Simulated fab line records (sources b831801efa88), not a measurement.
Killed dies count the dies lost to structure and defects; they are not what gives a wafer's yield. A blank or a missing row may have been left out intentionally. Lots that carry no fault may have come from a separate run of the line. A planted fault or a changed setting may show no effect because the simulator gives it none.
What tool caused it? :: flow sky130 :: Sampling: 13 lots, 39 wafers, 3 of 708 route steps

== WHAT THE GAUGES SHOWED, per wafer ==
SKY_LDD_P_CD_MEAS_07: target cd 380 nm. Usual: cd_nm reads 378.9 nm (standard deviation 2.6).
lot: L662
measured: day 19 12:35
on: cd_sem-02
cd_nm (nm): 385.2 383.1 383.2
flag: 

lot: L661
measured: day 19 12:52
on: cd_sem-01
cd_nm (nm): 375.5 376.6 375.6
flag: 

lot: L663
measured: day 20 08:43
on: cd_sem-01
cd_nm (nm): 379.3 379.1 379.9
flag: 

lot: L665
measured: day 20 15:49
on: cd_sem-01
cd_nm (nm): 380.3 380.8 379.5
flag: 

lot: L668
measured: day 21 17:43
on: cd_sem-01
cd_nm (nm): 376.0 374.6 372.5
flag: 

lot: L669
measured: day 22 05:06
on: cd_sem-01
cd_nm (nm): 377.9 379.5 379.5
flag: 

lot: L675
measured: day 24 14:59
on: cd_sem-02
cd_nm (nm): 378.3 374.9 376.7
flag: 

lot: L676
measured: day 24 16:31
on: cd_sem-01
cd_nm (nm): 377.0 379.9 378.5
flag: 

lot: L680
measured: day 25 16:22
on: cd_sem-02
cd_nm (nm): 376.6 380.0 376.1
flag: 

lot: L681
measured: day 26 02:06
on: cd_sem-01
cd_nm (nm): 380.0 384.1 382.4
flag: 

lot: L682
measured: day 26 05:42
on: cd_sem-02
cd_nm (nm): 378.7 382.2 380.2
flag: 

lot: L683
measured: day 26 10:29
on: cd_sem-01
cd_nm (nm): 376.7 378.0 377.9
flag: 

lot: L684
measured: day 26 22:28
on: cd_sem-01
cd_nm (nm): 379.8 380.6 380.7
flag: 

SKY_LDD_HVP_TW_MEAS_10. Usual: LDD_HVP_TW typically reads 459, with standard deviation 6.6.
lot: L662
measured: day 22 02:29
on: film_metro-01
LDD_HVP_TW: 463 466 463
flag: 

lot: L661
measured: day 22 02:47
on: film_metro-04
LDD_HVP_TW: 454 454 453
flag: 

lot: L663
measured: day 22 22:33
on: film_metro-01
LDD_HVP_TW: 467 465 464
flag: 

lot: L665
measured: day 23 04:38
on: film_metro-01
LDD_HVP_TW: 467 467 466
flag: 

lot: L668
measured: day 24 06:28
on: film_metro-03
LDD_HVP_TW: 454 454 458
flag: 

lot: L669
measured: day 24 17:13
on: film_metro-01
LDD_HVP_TW: 465 466 467
flag: 

lot: L675
measured: day 27 02:09
on: film_metro-04
LDD_HVP_TW: 455 454 452
flag: 

lot: L676
measured: day 27 04:30
on: film_metro-04
LDD_HVP_TW: 453 453 451
flag: 

lot: L680
measured: day 28 03:21
on: film_metro-04
LDD_HVP_TW: 450 450 451
flag: 

lot: L681
measured: day 28 12:44
on: film_metro-01
LDD_HVP_TW: 466 465 465
flag: 

lot: L682
measured: day 28 16:08
on: film_metro-01
LDD_HVP_TW: 467 467 464
flag: 

lot: L683
measured: day 28 20:12
on: film_metro-01
LDD_HVP_TW: 467 468 469
flag: 

lot: L684
measured: day 29 09:03
on: film_metro-01
LDD_HVP_TW: 466 463 466
flag: 

== EACH LOT AND THE TOOL THAT RAN IT (in order: tool; ch and the chambers of the sampled wafers; start) ==
lot: L662
SKY_LDD_HVN_STRIP_09: plasma_asher-01 ch 0,1, day 20 19:36

lot: L661
SKY_LDD_HVN_STRIP_09: plasma_asher-03 ch 0,1, day 20 19:48

lot: L663
SKY_LDD_HVN_STRIP_09: plasma_asher-02 ch 0,1, day 21 16:03

lot: L665
SKY_LDD_HVN_STRIP_09: plasma_asher-03 ch 0,1, day 21 22:34

lot: L668
SKY_LDD_HVN_STRIP_09: plasma_asher-03 ch 1, day 23 00:13

lot: L669
SKY_LDD_HVN_STRIP_09: plasma_asher-01 ch 0,1, day 23 11:34

lot: L675
SKY_LDD_HVN_STRIP_09: plasma_asher-01 ch 0,1, day 25 20:51

lot: L676
SKY_LDD_HVN_STRIP_09: plasma_asher-03 ch 0,1, day 25 22:27

lot: L680
SKY_LDD_HVN_STRIP_09: plasma_asher-03 ch 0,1, day 26 22:06

lot: L681
SKY_LDD_HVN_STRIP_09: plasma_asher-03 ch 0,1, day 27 08:02

lot: L682
SKY_LDD_HVN_STRIP_09: plasma_asher-02 ch 0,1, day 27 11:25

lot: L683
SKY_LDD_HVN_STRIP_09: plasma_asher-03 ch 0,1, day 27 15:48

lot: L684
SKY_LDD_HVN_STRIP_09: plasma_asher-01 ch 0,1, day 28 04:24
- SKY_LDD_HVN_STRIP_09: strips in O2/N2.

== AS READ BY THE TOOLS THEMSELVES (means over the sampled wafers that have a number; for cases with no such wafer, the mark the record gives instead) ==
SKY_LDD_HVN_STRIP_09. Usual: chamber_pressure_mTorr 1500.2 mTorr, standard deviation 1.5; drypump_motor_current_A 5.9 A, standard deviation 0.3; oes_product_au 0.409 a.u., standard deviation 0.0046; strip_time_to_endpoint_s 4.135 s, standard deviation 0.013.
lot: L662
tool: plasma_asher-01
chamber_pressure_mTorr (mTorr): 1501.1
drypump_motor_current_A (A): 5.7
oes_product_au (a.u.): 0.406
strip_time_to_endpoint_s (s): 4.139
flag: 

lot: L661
tool: plasma_asher-03
chamber_pressure_mTorr (mTorr): 1499.5
drypump_motor_current_A (A): 6.1
oes_product_au (a.u.): 0.408
strip_time_to_endpoint_s (s): 4.123
flag: 

lot: L663
tool: plasma_asher-02
chamber_pressure_mTorr (mTorr): 1499.8
drypump_motor_current_A (A): 5.8
oes_product_au (a.u.): 0.403
strip_time_to_endpoint_s (s): 4.128
flag: 

lot: L665
tool: plasma_asher-03
chamber_pressure_mTorr (mTorr): 1499.4
drypump_motor_current_A (A): 6.1
oes_product_au (a.u.): 0.413
strip_time_to_endpoint_s (s): 4.126
flag: 

lot: L668
tool: plasma_asher-03
chamber_pressure_mTorr (mTorr): 1499.7
drypump_motor_current_A (A): 6.0
oes_product_au (a.u.): 0.409
strip_time_to_endpoint_s (s): 4.129
flag: 

lot: L669
tool: plasma_asher-01
chamber_pressure_mTorr (mTorr): 1498.3
drypump_motor_current_A (A): 5.7
oes_product_au (a.u.): 0.406
strip_time_to_endpoint_s (s): 4.122
flag: 

lot: L675
tool: plasma_asher-01
chamber_pressure_mTorr (mTorr): 1498.7
drypump_motor_current_A (A): 5.7
oes_product_au (a.u.): 0.409
strip_time_to_endpoint_s (s): 4.136
flag: 

lot: L676
tool: plasma_asher-03
chamber_pressure_mTorr (mTorr): 1499.8
drypump_motor_current_A (A): 6.1
oes_product_au (a.u.): 0.410
strip_time_to_endpoint_s (s): 4.133
flag: 

lot: L680
tool: plasma_asher-03
chamber_pressure_mTorr (mTorr): 1501.3
drypump_motor_current_A (A): 6.0
oes_product_au (a.u.): 0.406
strip_time_to_endpoint_s (s): 4.128
flag: 

lot: L681
tool: plasma_asher-03
chamber_pressure_mTorr (mTorr): 1498.8
drypump_motor_current_A (A): 6.1
oes_product_au (a.u.): 0.404
strip_time_to_endpoint_s (s): 4.124
flag: 

lot: L682
tool: plasma_asher-02
chamber_pressure_mTorr (mTorr): 1500.7
drypump_motor_current_A (A): 6.1
oes_product_au (a.u.): 0.410
strip_time_to_endpoint_s (s): 4.148
flag: 

lot: L683
tool: plasma_asher-03
chamber_pressure_mTorr (mTorr): 1502.5
drypump_motor_current_A (A): 6.0
oes_product_au (a.u.): 0.408
strip_time_to_endpoint_s (s): 4.155
flag: 

lot: L684
tool: plasma_asher-01
chamber_pressure_mTorr (mTorr): 1500.6
drypump_motor_current_A (A): 5.7
oes_product_au (a.u.): 0.407
strip_time_to_endpoint_s (s): 4.145
flag: 

== THE ANSWER, worked out from the rows above alone ==
Rule: take the mean of a lot's wafers that have a number; if it is more than 3 standard deviations from the usual mean, the lot is off. Also off: a lot with no number at a reading for which 4 or more lots have one. Where the step has rows for the other lots, those lots are counted as sound. The gauges are gone through in route order, then the tools' own readings, and for those a lot's mean is taken as printed above. The first step at which some lot is off is used, and at that step the reading that is off furthest; a lot without a number counts as furthest.
Nothing can be told from this: no lot is off at any reading shown.

== WHAT THE SIMULATOR PUT IN ==
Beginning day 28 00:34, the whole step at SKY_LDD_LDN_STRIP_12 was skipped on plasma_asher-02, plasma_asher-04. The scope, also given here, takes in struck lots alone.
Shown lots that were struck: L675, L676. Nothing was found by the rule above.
